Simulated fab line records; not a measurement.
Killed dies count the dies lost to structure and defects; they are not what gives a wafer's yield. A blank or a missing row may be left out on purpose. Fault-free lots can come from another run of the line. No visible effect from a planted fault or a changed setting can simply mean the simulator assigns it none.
Code-filled problem report in 8D (eight disciplines) form -- flow gf180mcu -- the parts of the form that need people (team, actions taken, sign-off) are left out

1. THE PROBLEM
Mean of beamEnergyKeV at GF_VT_IMPLANT_IMPLANT_30: 27.596 across 6 wafers in 2 lots; on wafers with no fault it is 24.999 (standard deviation 0.0076). That is +99 or more standard deviations from the usual mean.
Earliest sighting: wafer L872.1 on implanter-01 at day 9 06:32. The record holds 39 wafers of 13 lots with a number at this step. Rule for "out", or "out of limits": more than 4 standard deviations from the usual mean. All remaining wafers that have a number are taken as sound.

2. WHAT IT IS AND WHAT IT IS NOT
question,is,is not
which readings at this step,beamEnergyKeV,doseIonsCm2
which lots,"L872, L874","L863, L865, L867, L868, L871, L881, L882, L883, L884, L885, L886"
which wafers of those lots,all that have a number,-
read on which tools,implanter-01,implanter-04
when,from day 9 06:32,"up to then (15 sound wafers); but 18 sound wafers of L881, L882, L883, L884, L885, L886 came after"

3. SUSPECTS, AND WHAT RULES EACH OUT
Counting: any tool at a process step up to the reading is kept as a suspect provided that every lot that is out went through it and no sound lot did after the first of them.
- implanter-01 at GF_VT_IMPLANT_IMPLANT_30: ruled out as a lasting fault. Following L872 (day 9 06:32), the first lot on it that is out, the sound lots L883, L886 were run on it.
Left after counting: nothing in the record.

4. THE CAUSE (what the simulator had put in)
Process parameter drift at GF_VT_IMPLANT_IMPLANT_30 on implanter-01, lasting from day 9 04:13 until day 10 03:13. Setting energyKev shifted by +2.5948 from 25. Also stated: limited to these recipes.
Counting ruled it out, wrongly.

5. THE EFFECT CHAIN, in route order
Rows list readings where the struck wafers' mean (over those with a number) sits beyond 3 standard deviations from the usual. Only readings for which the record gives a usual standard deviation are gone through. hours: the time from each lot's start at the first step in this table that gives one to its start at this step, as a median over the lots. sigmas: the change in usual standard deviations.
hours,step,reading,usual,on struck wafers,change,sigmas
0,GF_VT_IMPLANT_IMPLANT_30,beamEnergyKeV,24.999,27.596,+2.597,+99 or more
Its process steps:
- GF_VT_IMPLANT_IMPLANT_30
Later steps that measure or inspect, where all struck wafers having a row at the step show a number for every such reading and not one has moved that far: GF_V2_THK_MEAS_25.

6. WHAT WOULD HAVE CAUGHT IT SOONER
First out-of-limits reading in this record: day 9 06:32, which is 2 hours after fault onset at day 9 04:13.
